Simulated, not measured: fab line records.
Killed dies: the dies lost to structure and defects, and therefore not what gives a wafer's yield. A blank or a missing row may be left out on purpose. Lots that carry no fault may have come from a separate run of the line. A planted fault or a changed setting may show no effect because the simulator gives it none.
Which tool is to blame? :: flow gf180mcu :: Sampling: 14 lots, 42 wafers, 4 of 602 route steps

## WHAT THE GAUGES READ, wafer by wafer
GF_M3_OVL_MEAS_15. Usual: M3_OVL gives 2 nm (standard deviation 5.9).
lot: L703
measured: day 21 21:18
on: overlay-02
M3_OVL (nm): 4 -4 8
flag: 

lot: L704
measured: day 22 03:58
on: overlay-01
M3_OVL (nm): 9 10 9
flag: 

lot: L705
measured: day 22 08:19
on: overlay-01
M3_OVL (nm): 4 -2 4
flag: 

lot: L706
measured: day 22 17:37
on: overlay-02
M3_OVL (nm): -6 -4 -10
flag: 

lot: L709
measured: day 24 07:53
on: overlay-02
M3_OVL (nm): 0 1 -2
flag: 

lot: L710
measured: day 25 03:29
on: overlay-01
M3_OVL (nm): -1 0 6
flag: 

lot: L711
measured: day 25 14:19
on: overlay-01
M3_OVL (nm): 5 -2 5
flag: 

lot: L714
measured: day 26 00:54
on: overlay-02
M3_OVL (nm): 10 7 8
flag: 

lot: L716
measured: day 26 09:21
on: overlay-02
M3_OVL (nm): -3 5 4
flag: 

lot: L717
measured: day 26 12:24
on: overlay-01
M3_OVL (nm): -4 -2 -9
flag: 

lot: L719
measured: day 27 08:11
on: overlay-02
M3_OVL (nm): -7 -2 -5
flag: 

lot: L721
measured: day 28 06:15
on: overlay-01
M3_OVL (nm): -2 -1 -6
flag: 

lot: L723
measured: day 28 14:55
on: overlay-01
M3_OVL (nm): 7 12 8
flag: 

lot: L724
measured: day 29 11:06
on: overlay-01
M3_OVL (nm): 7 0 0
flag: 

GF_V3_BOW_MEAS_05. Usual: V3_BOW gives 118 um (standard deviation 8.3).
lot: L703
measured: day 21 22:34
on: filmMetro-02
V3_BOW (um): 118 128 127
flag: 

lot: L704
measured: day 22 05:19
on: filmMetro-02
V3_BOW (um): 116 129 128
flag: 

lot: L705
measured: day 22 09:35
on: filmMetro-02
V3_BOW (um): 114 112 122
flag: 

lot: L706
measured: day 22 18:54
on: filmMetro-03
V3_BOW (um): 130 132 147
flag: 

lot: L709
measured: day 24 09:09
on: filmMetro-03
V3_BOW (um): 111 102 111
flag: 

lot: L710
measured: day 25 05:18
on: filmMetro-03
V3_BOW (um): 114 115 122
flag: 

lot: L711
measured: day 25 15:38
on: filmMetro-04
V3_BOW (um): 117 114 112
flag: 

lot: L714
measured: day 26 02:10
on: filmMetro-02
V3_BOW (um): 121 126 112
flag: 

lot: L716
measured: day 26 10:40
on: filmMetro-04
V3_BOW (um): 118 129 127
flag: 

lot: L717
measured: day 26 13:50
on: filmMetro-03
V3_BOW (um): 105 111 112
flag: 

lot: L719
measured: day 27 09:31
on: filmMetro-03
V3_BOW (um): 119 126 110
flag: 

lot: L721
measured: day 28 07:58
on: filmMetro-03
V3_BOW (um): 99 105 122
flag: 

lot: L723
measured: day 28 16:12
on: filmMetro-02
V3_BOW (um): 120 119 126
flag: 

lot: L724
measured: day 29 12:22
on: filmMetro-02
V3_BOW (um): 123 116 118
flag: 

GF_V3_CD_MEAS_14 targets a cd of 260 nm. Usual: cdNm at 260.2 nm, with a standard deviation of 1.2.
lot: L703
measured: day 22 22:06
on: cdSem-01
cdNm (nm): 258.7 258.1 258.6
flag: 

lot: L704
measured: day 23 04:15
on: cdSem-02
cdNm (nm): 260.8 259.6 259.5
flag: 

lot: L705
measured: day 23 09:08
on: cdSem-02
cdNm (nm): 260.6 261.6 261.5
flag: 

lot: L706
measured: day 23 16:26
on: cdSem-02
cdNm (nm): 262.1 261.2 263.1
flag: 

lot: L709
measured: day 25 06:51
on: cdSem-01
cdNm (nm): 261.6 261.0 260.5
flag: 

lot: L710
measured: day 26 01:52
on: cdSem-02
cdNm (nm): 260.8 260.6 262.0
flag: 

lot: L711
measured: day 26 12:21
on: cdSem-01
cdNm (nm): 258.4 258.3 259.3
flag: 

lot: L714
measured: day 26 22:24
on: cdSem-01
cdNm (nm): 261.3 260.1 260.1
flag: 

lot: L716
measured: day 27 07:05
on: cdSem-02
cdNm (nm): 261.9 261.4 262.2
flag: 

lot: L717
measured: day 27 10:28
on: cdSem-02
cdNm (nm): 258.3 260.6 260.2
flag: 

lot: L719
measured: day 28 05:31
on: cdSem-01
cdNm (nm): 260.6 259.8 259.2
flag: 

lot: L721
measured: day 29 03:22
on: cdSem-01
cdNm (nm): 259.5 259.5 258.9
flag: 

lot: L723
measured: day 29 10:56
on: cdSem-01
cdNm (nm): 259.4 259.0 260.9
flag: 

lot: L724
measured: day 30 06:46
on: cdSem-01
cdNm (nm): 261.7 260.5 260.2
flag: 

## EACH LOT AND THE TOOL THAT RAN IT (in order: tool; ch and the chambers of the sampled wafers; start)
lot: L703
GF_V3_PEB_12: lithoTrack-02 ch 0, day 22 21:45

lot: L704
GF_V3_PEB_12: lithoTrack-02 ch 0, day 23 03:54

lot: L705
GF_V3_PEB_12: lithoTrack-03 ch 0, day 23 08:49

lot: L706
GF_V3_PEB_12: lithoTrack-01 ch 0, day 23 16:07

lot: L709
GF_V3_PEB_12: lithoTrack-02 ch 0, day 25 06:30

lot: L710
GF_V3_PEB_12: lithoTrack-01 ch 0, day 26 01:31

lot: L711
GF_V3_PEB_12: lithoTrack-02 ch 0, day 26 12:00

lot: L714
GF_V3_PEB_12: lithoTrack-02 ch 0, day 26 22:03

lot: L716
GF_V3_PEB_12: lithoTrack-03 ch 0, day 27 06:46

lot: L717
GF_V3_PEB_12: lithoTrack-01 ch 0, day 27 10:07

lot: L719
GF_V3_PEB_12: lithoTrack-03 ch 0, day 28 05:11

lot: L721
GF_V3_PEB_12: lithoTrack-01 ch 0, day 29 03:01

lot: L723
GF_V3_PEB_12: lithoTrack-01 ch 0, day 29 10:37

lot: L724
GF_V3_PEB_12: lithoTrack-03 ch 0, day 30 06:25
- GF_V3_PEB_12: peb time 90 s.

## WHAT THE TOOLS THEMSELVES READ (means of the sampled wafers that have a number; where no wafer has one, the mark that the record gives instead)
GF_V3_PEB_12. Usual: heaterPowerTotalW at 85.69 W, with a standard deviation of 0.081.
lot: L703
tool: lithoTrack-02
heaterPowerTotalW (W): 85.62
flag: 

lot: L704
tool: lithoTrack-02
heaterPowerTotalW (W): 85.66
flag: 

lot: L705
tool: lithoTrack-03
heaterPowerTotalW (W): 85.62
flag: 

lot: L706
tool: lithoTrack-01
heaterPowerTotalW (W): 85.76
flag: 

lot: L709
tool: lithoTrack-02
heaterPowerTotalW (W): 85.83
flag: 

lot: L710
tool: lithoTrack-01
heaterPowerTotalW (W): 85.77
flag: 

lot: L711
tool: lithoTrack-02
heaterPowerTotalW (W): 86.70
flag: OFF

lot: L714
tool: lithoTrack-02
heaterPowerTotalW (W): 86.66
flag: OFF

lot: L716
tool: lithoTrack-03
heaterPowerTotalW (W): 85.64
flag: 

lot: L717
tool: lithoTrack-01
heaterPowerTotalW (W): 85.72
flag: 

lot: L719
tool: lithoTrack-03
heaterPowerTotalW (W): 85.73
flag: 

lot: L721
tool: lithoTrack-01
heaterPowerTotalW (W): 85.72
flag: 

lot: L723
tool: lithoTrack-01
heaterPowerTotalW (W): 85.68
flag: 

lot: L724
tool: lithoTrack-03
heaterPowerTotalW (W): 85.57
flag: 

## THE ANSWER, worked out from the rows above alone
Rule: a lot counts as off when the mean over its wafers that have a number is more than 3 standard deviations away from the usual mean. A lot without any number at a reading at which 4 lots or more have one is off too. All remaining lots with rows at the step are treated as sound. Order of review: gauges by route order, followed by the tools' own readings, for which a lot's mean as printed above is used. At the first step where some lot is off, the reading lying furthest off is the one used; lots without a number count as furthest.
Off: L711, L714, at GF_V3_PEB_12 (heaterPowerTotalW).
A tool fits if, at that step or a process step before it, it ran every lot that is off, and no sound lot after the first of them. One candidate fits, namely lithoTrack-02 at GF_V3_PEB_12. Its last sound lot is L709 (day 25 06:30), its first lot that is off L711 (day 26 12:00): a fault that began between those two fits.
The tool's own readings at GF_V3_PEB_12 bear it out: on the lots that are off they differ by more than 5 times the standard deviation of the sound lots' means. heaterPowerTotalW reads 86.68 W there against 85.69 W on the sound lots.

## WHAT THE SIMULATOR HAD PUT IN
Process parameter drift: lithoTrack-02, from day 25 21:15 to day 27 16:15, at GF_V3_PEB_12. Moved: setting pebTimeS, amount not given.
Shown lots that were struck: L711, L714. Same finding as the rule above.
